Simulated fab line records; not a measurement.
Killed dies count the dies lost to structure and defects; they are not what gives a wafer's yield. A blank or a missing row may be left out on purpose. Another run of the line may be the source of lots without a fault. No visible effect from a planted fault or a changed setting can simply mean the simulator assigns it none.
A lot that was struck, set against a sound lot | flow sfq line | 24 out of 325 route steps
Sound: these wafers, L817.4, L817.5, L817.6. Wafers L824.3, L824.4, L824.6 were the ones struck. At the end, the cause is stated.
At each step with rows: each side's tool, then ch and its chambers, then its first start. Under that, the readings that differ: sound wafers | struck wafers | difference of the means | sigmas: that difference in standard deviations of wafers without a fault.
alike: a reading whose means differ by less than 2 such deviations, as well as words and numbers matching on both sides. not compared: withheld readings; readings where some wafer has no value; bounds like >300 that might hide an equal value; numbers whose values overlap and for which the record gives no deviation.
A row with sigmas, a row that says differs or no value, or rows on one side alone: a step with any of these is where the two part. Numbers that have no deviation but don't overlap get no sigmas and don't part them. A reading missing from all wafers of one side parts the sides only when that side holds two or more wafers.

first, 6 steps without rows for these wafers: SFQ_TRILAYER_I1_VIA_LITHO_COAT_054 (resist thk 62 nm); SFQ_TRILAYER_I1_VIA_LITHO_COAT_049 (resist thk 650 nm); SFQ_TRILAYER_I1_VIA_LITHO_SOFTBAKE_053; SFQ_TRILAYER_I1_VIA_LITHO_EXPOSE_050 (exposes mask I1, target cd 500 nm); SFQ_TRILAYER_I1_VIA_LITHO_PEB_052 (peb time 60 s); SFQ_TRILAYER_I1_VIA_LITHO_DEVELOP_051 (time 60 s).
SFQ_I1_OVL_MEAS_913:
  struck on overlay-01, day 35 14:35; sound on overlay-01, day 31 10:21
  alike: I1_OVL
SFQ_TRILAYER_I1_VIA_BARC_OPEN_VIA_ETCH_071: etches BARC in O2, target depth 125 nm, time 41.7 s.
  sound on rie diel-01 ch 1,2,3, day 31 10:22; struck on rie diel-01 ch 0,2,3, day 35 14:36
  alike: drypump motor current A, oes product au
  not compared: rf hours counter h
SFQ_TRILAYER_I1_VIA_ETCH_VIA_ETCH_052: etches SiO2 in CHF3, stops on Nb, target depth 260 nm.
  sound on rie diel-01 ch 1,2,3, day 31 10:24; struck on rie diel-01 ch 0,2,3, day 35 14:38
  alike: drypump motor current A, oes product au
SFQ_TRILAYER_I1_VIA_STRIP_STRIP_053: strips in O2.
  sound on rie metal-03 ch 0,1, day 31 10:43; struck on rie metal-03 ch 0,1, day 35 14:58
  alike: drypump motor current A, oes product au
  not compared: rf hours counter h
then, 2 steps without rows for these wafers: SFQ_TRILAYER_I1_VIA_STRIP_SOLV_CLEAN_054 (cleans in NMP, time 600 s); SFQ_TRILAYER_M2_DEP_PRE_CLEAN_056 (time 22.5 s).
SFQ_TRILAYER_M2_DEP_SPUTTER_055: material Nb, target thk 200 nm, time 133.3 s.
  struck on pvd sputter-04, day 35 15:59; sound on pvd sputter-06, day 31 11:19
  alike: base pressure pa, throttle valve pct
SFQ_M2_RS_MEAS_914: measures by four-point-probe.
  struck on film metro-02, day 35 16:07; sound on film metro-01, day 31 11:28
  reading           | sound             | struck            | difference | sigmas
  M2_NB_RS (ohm/sq) | 0.893 0.903 0.903 | 0.438 0.442 0.440 | -0.460     | -48
then, 6 steps without rows for these wafers: SFQ_TRILAYER_M2_LITHO_COAT_062 (resist thk 62 nm); SFQ_TRILAYER_M2_LITHO_COAT_057 (resist thk 600 nm); SFQ_TRILAYER_M2_LITHO_SOFTBAKE_061; SFQ_TRILAYER_M2_LITHO_EXPOSE_058 (exposes mask M2, target cd 500 nm); SFQ_TRILAYER_M2_LITHO_PEB_060 (peb time 60 s); SFQ_TRILAYER_M2_LITHO_DEVELOP_059 (time 60 s).
-- the record jumps here: 6 days lie between the struck wafers' starts before and after --
SFQ_M2_OVL_MEAS_916:
  struck on overlay-01, day 41 18:43; sound on overlay-01, day 37 19:46
  reading     | sound | struck    | difference | sigmas
  M2_OVL (nm) | 0 0 5 | -9 -12 -9 | -12        | -2
SFQ_TRILAYER_M2_BARC_OPEN_METAL_ETCH_077: etches BARC in O2, target depth 125 nm, time 41.7 s.
  sound on rie metal-04 ch 0,1, day 37 19:48; struck on rie metal-01 ch 0,1, day 41 18:46
  reading                     | sound          | struck         | difference | sigmas
  drypump motor current A (A) | 5.17 5.34 5.17 | 5.81 5.68 5.80 | +0.54      | +2
  alike: oes product au
  not compared: rf hours counter h
SFQ_TRILAYER_M2_ETCH_METAL_ETCH_060: etches Nb in Cl2/Ar, stops on SiO2, target depth 240 nm, time 120 s.
  sound on rie metal-04 ch 0,1, day 37 19:53; struck on rie metal-01 ch 0,1, day 41 18:50
  reading                        | sound             | struck            | difference | sigmas
  drypump motor current A (A)    | 5.16 5.35 5.17    | 5.79 5.73 5.78    | +0.54      | +2
  oes product au (a.u.)          | 0.889 0.887 0.890 | 0.992 0.988 0.999 | +0.104     | +16
  model.etch.depth nm (nm)       | 199.4 197.4 197.4 | 237.7 236.9 239.2 | +39.9      |
  model.M2.feature depth nm (nm) | 199.4 197.4 197.4 | 237.7 236.9 239.2 | +39.9      |
  not compared: rf hours counter h
SFQ_TRILAYER_M2_STRIP_STRIP_061: strips in O2.
  sound on rie metal-04 ch 0,1, day 37 20:10; struck on rie metal-01 ch 0,1, day 41 19:08
  reading                     | sound          | struck         | difference | sigmas
  drypump motor current A (A) | 5.17 5.32 5.18 | 5.81 5.73 5.83 | +0.57      | +2
  alike: oes product au
  not compared: rf hours counter h

WHERE THEY PART
Last at SFQ_TRILAYER_M2_STRIP_STRIP_061 as far as this record goes, first at SFQ_M2_RS_MEAS_914.

WHY: the cause the simulator had injected
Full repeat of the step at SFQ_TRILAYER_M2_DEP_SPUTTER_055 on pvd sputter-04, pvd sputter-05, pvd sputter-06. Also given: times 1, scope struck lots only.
